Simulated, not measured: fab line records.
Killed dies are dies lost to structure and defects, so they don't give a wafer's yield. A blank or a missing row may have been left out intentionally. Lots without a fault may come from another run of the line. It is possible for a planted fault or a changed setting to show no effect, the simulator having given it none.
fab line records	flow sky130
[record] lots = 7	wafers = 21	last_day = 50
route steps=708 shown METAL1@446 VIA1@458 PAD_OPEN@708
lots that met no fault: from a run of the same line without faults
start_h: hours from the record's first day to the start of the lot's first wafer shown	wait_h: how many hours have passed since the lot's step before this one	" as in the row above	L1.1+2: a single row standing in for several wafers	- no value, or no start was given	* or withheld: withheld	< > ~ a bound
route shown NAME@n: names a module that has steps shown in the file, with the first one's number in the route	usual: mean/standard deviation taken from wafers without a fault	same: alike in all rows	chamber/n: place in a boat	sites: the reading at each site	_std_site: the values' standard deviation	_edge_site: outer sites' mean less inner sites'	radius_mm: for every site, how far away it sits from the centre of the wafer	mask NAME#n: copy n	behind: the last tool/chamber to shape the wafer	hold: why the lot went on hold/how many hours it stayed there/how the hold came to an end	device: which transistor (n, p or np) failed to switch	end of line: tests run on the same wafers once the route is complete	where a step has no rows: the recipe by itself	killed: the dies lost at the first sort to structure and to defects; this is not the yield of the wafer	map: the dies of a wafer, with x for killed, . for not killed, _ for no die there
set.NAME: the setting as run; set.NAME@STEP: as run at that earlier step	model.NAME: the simulator's own value behind a step, which no gauge read
lots at some steps of the route; a table a step, a row a wafer
services: the hour from which a tool's chamber was out of use, counted from the record's first day as start_h (under 0 if before that day), plus the number of hours and why
[[steps]]
[step SKY_METAL1_EXPOSE_12]
[recipe] mask_id = MM1	na = 0.8	source_shape = annular	sigma_inner = 0.55	sigma_outer = 0.85	target_cd_nm = 140	dose_mj = 28
[step SKY_METAL1_PEB_13]
[recipe] peb_temp_c = withheld	peb_time_s = withheld	resist = KrF-thick
[step SKY_METAL1_DEVELOP_14]
[recipe] develop_time_s = 60	resist = KrF-thick	dev_temp_c = 21
[step SKY_METAL1_CD_MEAS_15]
[recipe] target_cd_nm = 140
[usual] cd_nm = 140.0/1.2
lot.wafer	tool	chamber	start_h	wait_h	cd_nm
L270.1	cd_sem-02	-	776.49	-	142.2
L270.5	"	-	"	"	141.6
L270.6	"	-	"	"	141.0
L271.2	cd_sem-02	-	786.61	-	138.6
L271.3	"	-	"	"	140.8
L271.4	"	-	"	"	141.9
L276.1	cd_sem-02	-	835.94	-	139.3
L276.3	"	-	"	"	138.2
L276.4	"	-	"	"	140.0
L278.1	cd_sem-01	-	837.49	-	138.7
L278.2	"	-	"	"	140.0
L278.4	"	-	"	"	138.8
L280.2	cd_sem-02	-	855.91	-	138.1
L280.4	"	-	"	"	139.4
L280.5	"	-	"	"	139.3
L285.1	cd_sem-01	-	886.55	-	139.6
L285.2	"	-	"	"	139.9
L285.3	"	-	"	"	139.7
L291.4	cd_sem-02	-	926.61	-	139.9
L291.5	"	-	"	"	140.8
L291.6	"	-	"	"	141.2
[step SKY_METAL1_OVL_MEAS_16]
[usual] METAL1_OVL = -4/5.8
lot.wafer	tool	chamber	start_h	wait_h	METAL1_OVL[nm]
L270.1	overlay-02	-	776.61	0.1	-1
L270.5	"	-	"	"	0
L270.6	"	-	"	"	-1
L271.2	overlay-02	-	786.72	0.1	-1
L271.3	"	-	"	"	3
L271.4	"	-	"	"	1
L276.1	overlay-02	-	836.06	0.1	-2
L276.3	"	-	"	"	-2
L276.4	"	-	"	"	-2
L278.1	overlay-01	-	837.61	0.1	-14
L278.2	"	-	"	"	-9
L278.4	"	-	"	"	-16
L280.2	overlay-01	-	856.02	0.1	0
L280.4	"	-	"	"	1
L280.5	"	-	"	"	-1
L285.1	overlay-02	-	886.67	0.1	-7
L285.2	"	-	"	"	-6
L285.3	"	-	"	"	-6
L291.4	overlay-01	-	926.69	0.1	-11
L291.5	"	-	"	"	-8
L291.6	"	-	"	"	-6
[step SKY_METAL1_DESCUM_17]
[recipe] chemistry = O2	source_power_w = 150	bias_power_w = 0	pressure_mtorr = 10	temp_c = 40	time_s = 8
[usual] drypump_motor_current_A = 5.78/0.27	oes_product_au = 1.000/0.0094
lot.wafer	tool	chamber	start_h	wait_h	drypump_motor_current_A	oes_product_au	rf_hours_counter_h
L270.1	rie_metal-04	1	776.65	0.0	5.93	0.993	9
L270.5	"	0	"	"	5.79	0.992	-
L270.6	"	1	"	"	5.96	0.996	-
L271.2	rie_metal-02	1	786.75	0.0	5.03	0.978	13
L271.3	"	0	"	"	5.97	1.005	-
L271.4	"	1	"	"	5.05	0.992	-
L276.1	rie_metal-04	0	836.10	0.0	5.76	1.003	0
L276.3	"	1	"	"	5.98	1.015	-
L276.4	"	0	"	"	5.75	1.010	-
L278.1	rie_metal-04	0	837.65	0.0	5.76	1.010	1
L278.2	"	1	"	"	5.91	1.005	12
L278.4	"	0	"	"	5.75	1.001	-
L280.2	rie_metal-04	0	856.05	0.0	5.75	1.005	1
L280.4	"	0	"	"	5.74	1.010	-
L280.5	"	1	"	"	5.94	1.005	-
L285.1	rie_metal-02	1	886.70	0.0	5.08	0.991	17
L285.2	"	0	"	"	5.95	1.011	5
L285.3	"	0	"	"	5.95	1.000	-
L291.4	rie_metal-01	0	926.72	0.0	5.66	0.996	-
L291.5	"	0	"	"	5.66	0.984	-
L291.6	"	1	"	"	5.95	0.996	-
[step SKY_METAL1_ETCH_18]
[recipe] chemistry = N2/H2	target = BARC	ion_energy_ev = 200	bias_w = 100	pressure_mtorr = 30	n2_flow_sccm = 100	h2_flow_sccm = 200	icp_w = 500	stop_on = SiO2	time_s = 45.9	target_depth_a = 600
[usual] drypump_motor_current_A = 5.79/0.26	oes_product_au = 0.854/0.0054	throttle_valve_pct = 13.224/0.0084
lot.wafer	tool	chamber	start_h	wait_h	drypump_motor_current_A	oes_product_au	rf_hours_counter_h	throttle_valve_pct
L270.1	rie_metal-04	1	776.68	0.0	5.94	0.849	9	13.224
L270.5	"	0	"	"	5.78	0.850	-	13.225
L270.6	"	1	"	"	5.95	0.852	-	13.204
L271.2	rie_metal-02	1	786.78	0.0	5.08	0.844	13	13.218
L271.3	"	0	"	"	5.96	0.851	-	13.211
L271.4	"	1	"	"	5.07	0.856	-	13.216
L276.1	rie_metal-04	0	836.13	0.0	5.77	0.856	0	13.221
L276.3	"	1	"	"	5.93	0.853	-	13.225
L276.4	"	0	"	"	5.77	0.850	-	13.225
L278.1	rie_metal-04	0	837.68	0.0	5.77	0.863	1	13.226
L278.2	"	1	"	"	5.93	0.856	12	13.228
L278.4	"	0	"	"	5.76	0.851	-	13.242
L280.2	rie_metal-04	0	856.08	0.0	5.77	0.848	1	13.234
L280.4	"	0	"	"	5.76	0.855	-	13.215
L280.5	"	1	"	"	5.97	0.852	-	13.233
L285.1	rie_metal-02	1	886.74	0.0	5.05	0.853	17	13.226
L285.2	"	0	"	"	5.98	0.846	5	13.221
L285.3	"	0	"	"	5.98	0.852	-	13.219
L291.4	rie_metal-01	0	926.76	0.0	5.68	0.851	-	13.227
L291.5	"	0	"	"	5.67	0.851	-	13.213
L291.6	"	1	"	"	5.97	0.856	-	13.219
[step SKY_METAL1_METAL_ETCH_19]
[recipe] target_depth_a = 3600	stop_on = SiO2	over_etch_frac = 0.3	time_s = 78	chemistry = Cl2/BCl3	resist_sidewall_deg = 88	pressure_mtorr = 10	icp_w = 900	bias_w = 48.5	Cl2_flow_sccm = 60	bcl3_flow_sccm = 30
[usual] drypump_motor_current_A = 5.78/0.27	oes_product_au = 0.854/0.0062	throttle_valve_pct = 22.264/0.011
lot.wafer	tool	chamber	start_h	wait_h	drypump_motor_current_A	oes_product_au	rf_hours_counter_h	throttle_valve_pct
L270.1	rie_metal-04	1	776.74	0.0	5.93	0.855	9	22.256
L270.5	"	0	"	"	5.76	0.856	-	22.265
L270.6	"	1	"	"	5.96	0.849	-	22.259
L271.2	rie_metal-02	1	786.84	0.0	5.08	0.856	13	22.265
L271.3	"	0	"	"	5.97	0.854	-	22.274
L271.4	"	1	"	"	5.06	0.848	-	22.273
L276.1	rie_metal-04	0	836.19	0.0	5.76	0.866	0	22.263
L276.3	"	1	"	"	5.95	0.865	-	22.242
L276.4	"	0	"	"	5.77	0.866	-	22.259
L278.1	rie_metal-04	0	837.75	0.0	5.77	0.862	1	22.261
L278.2	"	1	"	"	5.97	0.845	12	22.253
L278.4	"	0	"	"	5.78	0.863	-	22.270
L280.2	rie_metal-04	0	856.15	0.0	5.76	0.852	1	22.262
L280.4	"	0	"	"	5.78	0.860	-	22.267
L280.5	"	1	"	"	5.92	0.858	-	22.253
L285.1	rie_metal-02	1	886.80	0.0	5.07	0.856	17	22.280
L285.2	"	0	"	"	5.95	0.859	5	22.245
L285.3	"	0	"	"	5.95	0.851	-	22.260
L291.4	rie_metal-01	0	926.83	0.1	5.66	0.848	-	22.250
L291.5	"	0	"	"	5.68	0.858	-	22.257
L291.6	"	1	"	"	5.96	0.861	-	22.249
[step SKY_METAL1_STRIP_20]
[recipe] chemistry = O2/N2	power_w = 1400	pressure_mtorr = 1500	platen_temp_c = withheld	o2_flow_sccm = 3000	n2_flow_sccm = 300	overash_fraction = 0.5
[usual] drypump_motor_current_A = 5.4/0.36	oes_product_au = 0.343/0.0051	strip_time_to_endpoint_s = 2.69/0.041
lot.wafer	tool	chamber	start_h	wait_h	drypump_motor_current_A	oes_product_au	rf_hours_counter_h	strip_time_to_endpoint_s
L270.1	plasma_asher-02	0	776.83	0.1	5.8	0.347	3	2.68
L270.5	"	1	"	"	4.7	0.346	-	2.66
L270.6	"	0	"	"	5.9	0.343	-	2.70
L271.2	plasma_asher-04	0	786.93	0.1	5.6	0.349	94	2.71
L271.3	"	0	"	"	5.6	0.338	-	2.65
L271.4	"	1	"	"	5.0	0.349	-	2.74
L276.1	plasma_asher-04	0	836.28	0.1	5.6	0.348	99	2.66
L276.3	"	1	"	"	5.1	0.348	-	2.65
L276.4	"	0	"	"	5.6	0.335	-	2.65
L278.1	plasma_asher-02	1	837.84	0.1	4.7	0.339	9	2.66
L278.2	"	0	"	"	5.9	0.338	9	2.68
L278.4	"	0	"	"	5.8	0.347	-	2.65
L280.2	plasma_asher-04	0	856.24	0.1	5.6	0.339	101	2.63
L280.4	"	1	"	"	5.0	0.345	-	2.66
L280.5	"	0	"	"	5.6	0.336	-	2.65
L285.1	plasma_asher-01	0	886.89	0.1	5.5	0.341	78	2.75
L285.2	"	1	"	"	5.5	0.342	78	2.66
L285.3	"	1	"	"	5.5	0.341	-	2.68
L291.4	plasma_asher-02	1	926.92	0.1	4.7	0.342	-	2.73
L291.5	"	1	"	"	4.7	0.352	-	2.75
L291.6	"	0	"	"	5.8	0.339	-	2.72
[step SKY_METAL1_STRIP_21]
[recipe] chemistry = post_etch_residue_remover	time_s = 1200	temp_c = 72.5
[step SKY_METAL1_CLEAN_22]
[recipe] chemistry = IPA	time_s = 180	temp_c = 25
[step SKY_METAL1_CLEAN_23]
[recipe] chemistry = O3/DIW	dry = n2_spin
[step SKY_VIA1_HDPCVD_00]
[recipe] material = SiO2	target_thk_nm = 1030	sigma_open_frac = 0.3	time_s = 171.7	temp_c = 400	sih4_flow_sccm = 60	pressure_mtorr = 6
lot.wafer	tool	chamber	start_h	wait_h	model.SiO2_of_VIA1_HDPCVD_00.thk_nm
L270.1	hdpcvd-02	1	777.43	0.0	1006
L270.5	"	0	"	"	1024
L270.6	"	2	"	"	1023
L271.2	hdpcvd-02	2	787.53	0.0	1010
L271.3	"	0	"	"	1026
L271.4	"	0	"	"	1017
L276.1	hdpcvd-02	2	836.88	0.0	343.6
L276.3	"	0	"	"	357.7
L276.4	"	0	"	"	344.2
L278.1	hdpcvd-02	2	838.46	0.0	357.7
L278.2	"	0	"	"	368.4
L278.4	"	2	"	"	349.6
L280.2	hdpcvd-02	0	856.87	0.0	363.3
L280.4	"	2	"	"	362.2
L280.5	"	1	"	"	344.1
L285.1	hdpcvd-01	2	887.52	0.0	1040
L285.2	"	0	"	"	1045
L285.3	"	1	"	"	1034
L291.4	hdpcvd-01	0	927.97	0.1	1033
L291.5	"	2	"	"	1027
L291.6	"	1	"	"	1032
[step SKY_VIA1_THK_MEAS_01]
[recipe] reads = SiO2_of_VIA1_HDPCVD_00
[usual] VIA1_HDPCVD_THK = 1027/11
lot.wafer	tool	chamber	start_h	wait_h	VIA1_HDPCVD_THK[nm]
L270.1	film_metro-01	-	777.54	0.1	1006
L270.5	"	-	"	"	1025
L270.6	"	-	"	"	1024
L271.2	film_metro-02	-	787.65	0.1	1010
L271.3	"	-	"	"	1026
L271.4	"	-	"	"	1017
L276.1	film_metro-01	-	837.00	0.1	343
L276.3	"	-	"	"	358
L276.4	"	-	"	"	345
L278.1	film_metro-02	-	838.57	0.1	358
L278.2	"	-	"	"	368
L278.4	"	-	"	"	349
L280.2	film_metro-03	-	856.99	0.1	363
L280.4	"	-	"	"	362
L280.5	"	-	"	"	344
L285.1	film_metro-02	-	887.63	0.1	1040
L285.2	"	-	"	"	1045
L285.3	"	-	"	"	1034
L291.4	film_metro-01	-	928.06	0.0	1033
L291.5	"	-	"	"	1028
L291.6	"	-	"	"	1032
[step SKY_VIA1_CMP_02]
[recipe] material = SiO2	down_force_psi = 4	platen_rpm = 60	pad_velocity_m_s = 0.94248
[usual] motor_current_A = 11.6/0.95
lot.wafer	tool	chamber	start_h	wait_h	motor_current_A
L270.1	cmp-01	0	777.65	0.1	12.4
L270.5	"	3	"	"	12.6
L270.6	"	0	"	"	12.0
L271.2	cmp-02	1	787.70	0.0	10.6
L271.4	"	3	"	"	13.0
L271.3	"	0	"	"	11.3
L276.4	cmp-01	1	837.06	0.0	10.3
L276.1	"	2	"	"	12.8
L276.3	"	0	"	"	11.9
L278.1	cmp-02	3	838.63	0.1	13.2
L278.2	"	1	"	"	10.4
L278.4	"	2	"	"	10.5
L280.2	cmp-01	1	857.14	0.1	10.3
L280.4	"	2	"	"	13.1
L280.5	"	3	"	"	12.8
L285.3	cmp-01	1	887.69	0.0	10.4
L285.2	"	2	"	"	13.2
L285.1	"	0	"	"	11.6
L291.4	cmp-01	1	932.64	4.6	10.3
L291.5	"	2	"	"	12.8
L291.6	"	3	"	"	12.4
[step SKY_PAD_OPEN_PROBE_99]
lot.wafer	tool	chamber	start_h	wait_h	model.etest.met2_comb.leak_log10_a_um
L270.1	prober-01	-	1089.91	0.1	-11.91
L270.5	prober-01	-	1090.11	0.2	-12.07
L270.6	prober-01	-	1090.16	0.2	-11.95
L271.2	prober-02	-	1097.52	0.1	-11.99
L271.3	prober-02	-	1097.57	0.2	-11.78
L271.4	prober-02	-	1097.62	0.2	-12.09
L276.1	prober-02	-	1138.00	0.1	-7.014
L276.3	prober-02	-	1138.10	0.2	-6.908
L276.4	prober-02	-	1138.15	0.2	-7.153
L278.1	prober-01	-	1139.30	0.1	-6.909
L278.2	prober-01	-	1139.35	0.1	-6.929
L278.4	prober-01	-	1139.45	0.2	-6.814
L280.2	prober-01	-	1148.01	0.1	-6.971
L280.4	prober-01	-	1148.11	0.2	-6.927
L280.5	prober-01	-	1148.16	0.2	-7.235
L285.1	prober-02	-	1171.31	0.1	-11.83
L285.2	prober-02	-	1171.36	0.1	-11.96
L285.3	prober-02	-	1171.41	0.2	-11.82
L291.4	prober-02	-	1197.12	0.2	-11.82
L291.5+6	prober-02	-	1197.17	0.2	-12.07
// killed by level:class
L270.1 VIA1:geometric_particle:open=10 CONTACT:geometric_particle:open=10 CONTACT:geometric_particle:short=5 VIA2:geometric_particle:open=5 FIELD_ISO:geometric_particle:short=4 POLY_GATE:geometric_particle:open=4 POLY_GATE:geometric_particle:short=4 LI_CONTACT:geometric_particle:open=4
L270.5 CONTACT:geometric_particle:open=11 METAL2:geometric_particle:short=11 VIA2:geometric_particle:open=9 VIA1:geometric_particle:open=8 VIA3:geometric_particle:open=7 FIELD_ISO:geometric_particle:open=5 VIA3:geometric_particle:short=5 LI_CONTACT:geometric_particle:open=4
L270.6 VIA1:geometric_particle:open=7 METAL1:geometric_particle:short=7 VIA3:geometric_particle:open=6 LI_CONTACT:geometric_particle:open=5 CONTACT:geometric_particle:open=5 POLY_GATE:geometric_particle:open=4 VIA1:geometric_particle:short=4 CONTACT:geometric_particle:short=4
L271.2 VIA1:geometric_particle:open=14 VIA2:geometric_particle:open=8 LI_CONTACT:geometric_particle:open=8 VIA1:geometric_particle:short=8 METAL1:geometric_particle:short=6 VIA3:geometric_particle:open=6 CONTACT:geometric_particle:open=5 METAL4:geometric_particle:short=5
L271.3 VIA1:geometric_particle:open=11 CONTACT:geometric_particle:open=8 VIA2:geometric_particle:open=7 METAL2:geometric_particle:short=7 METAL1:geometric_particle:short=6 LI_CONTACT:geometric_particle:open=5 CONTACT:geometric_particle:short=5 POLY_GATE:geometric_particle:short=4
L271.4 VIA2:geometric_particle:open=10 VIA1:geometric_particle:open=9 LI_CONTACT:geometric_particle:open=8 CONTACT:geometric_particle:open=8 METAL1:geometric_particle:short=8 VIA1:geometric_particle:short=8 FIELD_ISO:geometric_particle:short=6 VIA2:geometric_particle:short=4
L285.1 VIA1:geometric_particle:open=11 CONTACT:geometric_particle:open=7 METAL2:geometric_particle:short=6 CONTACT:geometric_particle:short=6 LI_CONTACT:geometric_particle:open=5 VIA2:geometric_particle:open=5 LI_CONTACT:geometric_particle:short=4 METAL1:geometric_particle:short=4
L285.2 VIA1:geometric_particle:open=12 VIA2:geometric_particle:open=9 FIELD_ISO:geometric_particle:open=8 VIA1:geometric_particle:short=6 VIA3:geometric_particle:open=6 POLY_GATE:geometric_particle:short=5 METAL2:geometric_particle:short=5 CONTACT:geometric_particle:open=5
L285.3 VIA1:geometric_particle:open=16 METAL2:geometric_particle:short=11 CONTACT:geometric_particle:open=10 VIA1:geometric_particle:short=8 VIA2:geometric_particle:open=8 METAL3:geometric_particle:short=5 FIELD_ISO:geometric_particle:open=4 LOCAL_INTERCONNECT:geometric_particle:short=4
L291.4 VIA1:geometric_particle:open=9 METAL1:geometric_particle:short=8 CONTACT:geometric_particle:open=8 LI_CONTACT:geometric_particle:open=6 METAL3:geometric_particle:short=4 VIA2:geometric_particle:short=4 VIA2:geometric_particle:open=4 POLY_CUT:geometric_particle:open=3
L291.5 CONTACT:geometric_particle:open=10 VIA2:geometric_particle:open=8 VIA1:geometric_particle:open=7 LOCAL_INTERCONNECT:geometric_particle:short=6 METAL2:geometric_particle:short=6 FIELD_ISO:geometric_particle:short=5 POLY_GATE:geometric_particle:open=5 METAL1:geometric_particle:short=5
L291.6 CONTACT:geometric_particle:open=9 VIA3:geometric_particle:open=9 VIA1:geometric_particle:open=8 FIELD_ISO:geometric_particle:open=5 METAL1:geometric_particle:short=5 POLY_GATE:geometric_particle:open=4 CONTACT:geometric_particle:short=4 LI_CONTACT:geometric_particle:open=3
[[services]]
tool	chamber	start_h	hours	kind
rie_metal-04	-	755.63	2.8	pm
plasma_asher-01	-	761.39	0.6	repair
hdpcvd-02	-	765.40	1.0	repair
hdpcvd-01	-	766.99	5.5	pm
cmp-01	-	785.94	0.7	repair
rie_metal-04	0	805.96	-	clean
rie_metal-04	0	805.96	21.7	scheduled_down
rie_metal-04	0	805.96	21.7	vent_cycle
hdpcvd-02	-	821.83	0.6	repair
plasma_asher-02	-	822.15	2.8	pm
hdpcvd-01	-	836.66	0.7	repair
cmp-02	-	851.36	11.3	repair
rie_metal-01	0	854.35	18.2	repair
hdpcvd-02	2	857.02	4.8	repair
hdpcvd-01	-	867.25	0.3	repair
cmp-02	-	870.86	1.5	repair
cmp-01	-	889.07	2.8	repair
cmp-02	-	895.24	4.6	pm
plasma_asher-04	-	908.29	2.4	repair
rie_metal-02	1	909.05	-	clean
rie_metal-02	1	909.05	26.0	scheduled_down
rie_metal-02	1	909.05	26.0	vent_cycle
cmp-01	-	917.69	4.0	pm
cmp-01	-	921.69	-	consumable_replace:conditioner
[[key]]
[first_sign] step = SKY_VIA1_THK_MEAS_01	reading = VIA1_HDPCVD_THK	direction = down	sigmas = 61	usual = 1027	struck = 355
effect none on later readings
[model_effect] step = SKY_VIA1_HDPCVD_00	value = SiO2_of_VIA1_HDPCVD_00.thk_nm	without = 1030	struck = 354.5
[model_effect] step = SKY_PAD_OPEN_PROBE_99	value = etest.met2_comb.leak_log10_a_um	without = -11.93	struck = -6.984
met_at SKY_VIA1_HDPCVD_00
struck_wafers L276.1,L276.3,L276.4,L278.1,L278.2,L278.4,L280.2,L280.4,L280.5
sort_left_out L276.1,L276.3,L276.4,L278.1,L278.2,L278.4,L280.2,L280.4,L280.5
onset_between 787.53 836.88
also_fits SKY_METAL1_DESCUM_17:rie_metal-04,SKY_METAL1_ETCH_18:rie_metal-04,SKY_METAL1_METAL_ETCH_19:rie_metal-04
[fault] kind = process_parameter_drift	tool = hdpcvd-02	chamber = -	onset_h = 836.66	steps = SKY_VIA1_HDPCVD_00	channel = target_thk_nm	offset = -675.48	shape = step	end_h = 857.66	acts_in = these_recipes_only	stated = 1030
// sort_left_out: the simulated sort isn't trusted on such a fault, so these wafers' sort isn't shown, and their yield isn't known
